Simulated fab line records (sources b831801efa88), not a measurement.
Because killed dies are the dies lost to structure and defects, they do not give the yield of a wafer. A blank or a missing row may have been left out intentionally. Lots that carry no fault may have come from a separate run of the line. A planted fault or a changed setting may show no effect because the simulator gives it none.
Which tool did it? || flow sky130 || 10 lots, 30 wafers sampled, at 3 steps of a route of 708

## WHAT EACH GAUGE READ, for each wafer
SKY_CAPM_RS_MEAS_03: uses a four-point probe to measure.
{"lot": "L812", "measured": "day 37 07:16", "on": "film-metro-03", "CAPM_TIN_RS (ohm/sq)": "6.89 6.86 6.86"}
{"lot": "L815", "measured": "day 38 09:39", "on": "film-metro-02", "CAPM_TIN_RS (ohm/sq)": "6.92 6.94 6.82"}
{"lot": "L818", "measured": "day 39 05:59", "on": "film-metro-03", "CAPM_TIN_RS (ohm/sq)": "6.99 6.92 14.34"}
{"lot": "L819", "measured": "day 39 07:29", "on": "film-metro-03", "CAPM_TIN_RS (ohm/sq)": "6.95 6.95 6.90"}
{"lot": "L825", "measured": "day 41 16:32", "on": "film-metro-03", "CAPM_TIN_RS (ohm/sq)": "6.81 6.86 6.85"}
{"lot": "L829", "measured": "day 43 03:00", "on": "film-metro-02", "CAPM_TIN_RS (ohm/sq)": "6.98 7.06 6.93"}
{"lot": "L830", "measured": "day 43 08:55", "on": "film-metro-02", "CAPM_TIN_RS (ohm/sq)": "6.99 6.87 7.08"}
{"lot": "L831", "measured": "day 43 11:17", "on": "film-metro-04", "CAPM_TIN_RS (ohm/sq)": "6.94 7.06 7.02"}
{"lot": "L832", "measured": "day 43 17:41", "on": "film-metro-03", "CAPM_TIN_RS (ohm/sq)": "7.01 6.99 7.03"}
{"lot": "L834", "measured": "day 43 19:47", "on": "film-metro-04", "CAPM_TIN_RS (ohm/sq)": "6.78 6.81 6.79"}

## WHAT TOOL EACH LOT RAN ON (gives the tool, then ch and the chambers of the sampled wafers, and finally the start)
{"lot": "L812", "SKY_METAL3_SPUTTER_02": "pvd-sputter-02, day 37 06:59", "SKY_CAPM_SPUTTER_02": "pvd-sputter-03, day 37 07:10"}
{"lot": "L815", "SKY_METAL3_SPUTTER_02": "pvd-sputter-01, day 38 09:19", "SKY_CAPM_SPUTTER_02": "pvd-sputter-03, day 38 09:30"}
{"lot": "L818", "SKY_METAL3_SPUTTER_02": "pvd-sputter-02, day 39 05:39", "SKY_CAPM_SPUTTER_02": "pvd-sputter-03, day 39 05:50"}
{"lot": "L819", "SKY_METAL3_SPUTTER_02": "pvd-sputter-01, day 39 07:11", "SKY_CAPM_SPUTTER_02": "pvd-sputter-02, day 39 07:22"}
{"lot": "L825", "SKY_METAL3_SPUTTER_02": "pvd-sputter-01, day 41 16:13", "SKY_CAPM_SPUTTER_02": "pvd-sputter-02, day 41 16:24"}
{"lot": "L829", "SKY_METAL3_SPUTTER_02": "pvd-sputter-01, day 43 02:42", "SKY_CAPM_SPUTTER_02": "pvd-sputter-03, day 43 02:53"}
{"lot": "L830", "SKY_METAL3_SPUTTER_02": "pvd-sputter-01, day 43 08:37", "SKY_CAPM_SPUTTER_02": "pvd-sputter-03, day 43 08:49"}
{"lot": "L831", "SKY_METAL3_SPUTTER_02": "pvd-sputter-04, day 43 10:58", "SKY_CAPM_SPUTTER_02": "pvd-sputter-03, day 43 11:10"}
{"lot": "L832", "SKY_METAL3_SPUTTER_02": "pvd-sputter-02, day 43 17:20", "SKY_CAPM_SPUTTER_02": "pvd-sputter-03, day 43 17:31"}
{"lot": "L834", "SKY_METAL3_SPUTTER_02": "pvd-sputter-02, day 43 19:29", "SKY_CAPM_SPUTTER_02": "pvd-sputter-01, day 43 19:40"}
- SKY_METAL3_SPUTTER_02: material AlCu, target thk 735 nm, time 39.1 s.
- SKY_CAPM_SPUTTER_02: material TiN, target thk 200 nm, time 166.7 s.

## THE ANSWER, worked out from the rows above alone
Rule: what is usual is taken from the lots themselves. The widest of any qualifying gaps counts: lots, ordered by their means at a reading, are off when they make up no more than a third of the lots, leave a main group of 4 or more, and stand apart from it by 3 or more times the standard deviation of that group's means. A main group is skipped when, at the precision printed for the reading in the tables above, its means are all equal. Also off: a lot with no number at a reading for which 4 or more lots have one. The other lots that the step has rows for count as sound.
Off: at SKY_CAPM_RS_MEAS_03 (CAPM_TIN_RS), L818. For the main group the mean is 6.92 ohm/sq and the standard deviation 0.074.
A tool fits if, at a process step before that reading, it ran every lot that is off, and no sound lot after the first of them. The gauges at SKY_CAPM_RS_MEAS_03 are tried like those tools. Not one of the candidates tried fits.

## WHAT THE SIMULATOR HAD PUT IN
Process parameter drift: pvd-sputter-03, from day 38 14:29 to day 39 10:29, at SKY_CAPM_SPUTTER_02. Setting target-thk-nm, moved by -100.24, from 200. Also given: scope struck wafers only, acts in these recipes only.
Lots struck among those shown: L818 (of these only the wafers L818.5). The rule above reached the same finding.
